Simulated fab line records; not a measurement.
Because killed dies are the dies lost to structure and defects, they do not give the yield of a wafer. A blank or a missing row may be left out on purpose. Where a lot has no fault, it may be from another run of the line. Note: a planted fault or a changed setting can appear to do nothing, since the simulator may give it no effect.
The tool behind it: which one? + flow sky130 + 12 lots, 36 wafers sampled, at 3 steps of a route of 708

WHAT THE GAUGES READ, wafer by wafer
SKY_NWELL_RS_MEAS_31: measurement is done with a four-point probe. Usual: PWDE_RS gives 5279 ohm/sq (standard deviation 17).
| lot  | measured     | on           | PWDE_RS (ohm/sq) | flag |
|------|--------------|--------------|------------------|------|
| L501 | day 5 02:59  | filmMetro-03 | 5305 5297 5299   |      |
| L503 | day 5 15:06  | filmMetro-02 | 5274 5288 5257   |      |
| L504 | day 5 20:32  | filmMetro-01 | 5297 5312 5299   |      |
| L507 | day 6 14:35  | filmMetro-01 | 5299 5272 5283   |      |
| L508 | day 6 20:18  | filmMetro-03 | 5263 5254 5258   |      |
| L511 | day 7 15:36  | filmMetro-01 | 5302 5293 5297   |      |
| L515 | day 8 15:38  | filmMetro-01 | 5393 5393 5389   | OFF  |
| L517 | day 9 07:13  | filmMetro-03 | 5381 5372 5368   | OFF  |
| L519 | day 9 17:09  | filmMetro-01 | 5308 5311 5300   |      |
| L521 | day 10 11:28 | filmMetro-02 | 5244 5259 5245   |      |
| L523 | day 10 17:46 | filmMetro-02 | 5248 5260 5266   |      |
| L524 | day 11 04:35 | filmMetro-03 | 5249 5256 5273   |      |

SKY_VT_ADJUST_PCH_OVL_MEAS_07. Usual: VT_ADJUST_PCH_OVL gives 0.9 nm (standard deviation 1.3).
| lot  | measured     | on         | VT_ADJUST_PCH_OVL (nm) | flag |
|------|--------------|------------|------------------------|------|
| L501 | day 10 01:36 | overlay-02 | 1.3 -0.5 0.2           |      |
| L503 | day 10 16:39 | overlay-01 | 0.6 2.3 -1.1           |      |
| L504 | day 10 23:11 | overlay-01 | 2.5 1.7 1.1            |      |
| L507 | day 12 01:32 | overlay-02 | 1.5 0.4 1.5            |      |
| L508 | day 12 09:18 | overlay-01 | -2.1 -2.3 0.4          |      |
| L511 | day 13 08:34 | overlay-02 | 1.5 1.2 3.2            |      |
| L515 | day 14 15:59 | overlay-02 | 2.1 2.0 -0.1           |      |
| L517 | day 15 11:05 | overlay-01 | -1.4 -0.6 -1.3         |      |
| L519 | day 15 21:35 | overlay-02 | 0.9 0.0 2.2            |      |
| L521 | day 16 21:45 | overlay-01 | 0.5 0.4 0.5            |      |
| L523 | day 17 06:27 | overlay-02 | 0.9 0.9 1.2            |      |
| L524 | day 17 21:59 | overlay-02 | 1.5 2.9 1.6            |      |

WHICH TOOL RAN EACH LOT (tool, then ch and the chambers of the sampled wafers, then the start)
| lot  | SKY_PWDE_IMPLANT_08            |
|------|--------------------------------|
| L501 | implanter-04 ch 0, day 3 17:07 |
| L503 | implanter-04 ch 0, day 4 04:05 |
| L504 | implanter-04 ch 0, day 4 08:49 |
| L507 | implanter-04 ch 0, day 5 01:59 |
| L508 | implanter-01 ch 0, day 5 08:34 |
| L511 | implanter-03 ch 0, day 6 00:55 |
| L515 | implanter-01 ch 0, day 6 22:59 |
| L517 | implanter-01 ch 0, day 7 12:38 |
| L519 | implanter-03 ch 0, day 7 20:34 |
| L521 | implanter-03 ch 0, day 8 14:14 |
| L523 | implanter-03 ch 0, day 8 20:31 |
| L524 | implanter-03 ch 0, day 9 05:34 |
- SKY_PWDE_IMPLANT_08

AS READ BY THE TOOLS THEMSELVES (means over the sampled wafers that have a number; for cases with no such wafer, the mark the record gives instead)
SKY_PWDE_IMPLANT_08. Usual: doseIonsCm2 3.6e+12, standard deviation 4.2e+09.
| lot  | tool         | doseIonsCm2 | flag |
|------|--------------|-------------|------|
| L501 | implanter-04 | 3.6e+12     |      |
| L503 | implanter-04 | 3.6e+12     |      |
| L504 | implanter-04 | 3.6e+12     |      |
| L507 | implanter-04 | 3.6e+12     |      |
| L508 | implanter-01 | 3.6e+12     |      |
| L511 | implanter-03 | 3.6e+12     |      |
| L515 | implanter-01 | 3.5e+12     | OFF  |
| L517 | implanter-01 | 3.5e+12     | OFF  |
| L519 | implanter-03 | 3.6e+12     |      |
| L521 | implanter-03 | 3.6e+12     |      |
| L523 | implanter-03 | 3.6e+12     |      |
| L524 | implanter-03 | 3.6e+12     |      |

THE ANSWER, worked out from the rows above alone
Rule: take the mean of a lot's wafers that have a number; if it is more than 3 standard deviations from the usual mean, the lot is off. A lot without any number at a reading at which 4 lots or more have one is off too. All remaining lots with rows at the step are treated as sound. Order of review: gauges by route order, followed by the tools' own readings, for which a lot's mean as printed above is used. At the first step where some lot is off, the reading lying furthest off is the one used; lots without a number count as furthest.
Off: L515, L517, seen at SKY_NWELL_RS_MEAS_31 (PWDE_RS).
If a tool, at a process step before that reading, ran all the lots that are off and no sound lot after the first of them, it fits. Not tried: the gauges at SKY_NWELL_RS_MEAS_31; whatever is off there is also off at SKY_PWDE_IMPLANT_08, on other tools, and gauge error can't account for it. One fits: implanter-01 at SKY_PWDE_IMPLANT_08. A fault onset in the window from L508 (day 5 08:34, its last sound lot) to L515 (day 6 22:59, its first lot off) fits.
On the lots that are off, the tool's own readings at SKY_PWDE_IMPLANT_08 differ by more than 5 times the standard deviation of the sound lots' means, which bears it out; doseIonsCm2 reads 3.5e+12 there versus 3.6e+12 on the sound lots.

WHAT THE SIMULATOR PUT IN
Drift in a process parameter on implanter-01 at SKY_PWDE_IMPLANT_08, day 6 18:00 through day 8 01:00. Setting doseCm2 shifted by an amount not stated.
Lots struck among those shown: L515, L517. Same finding as the rule above.
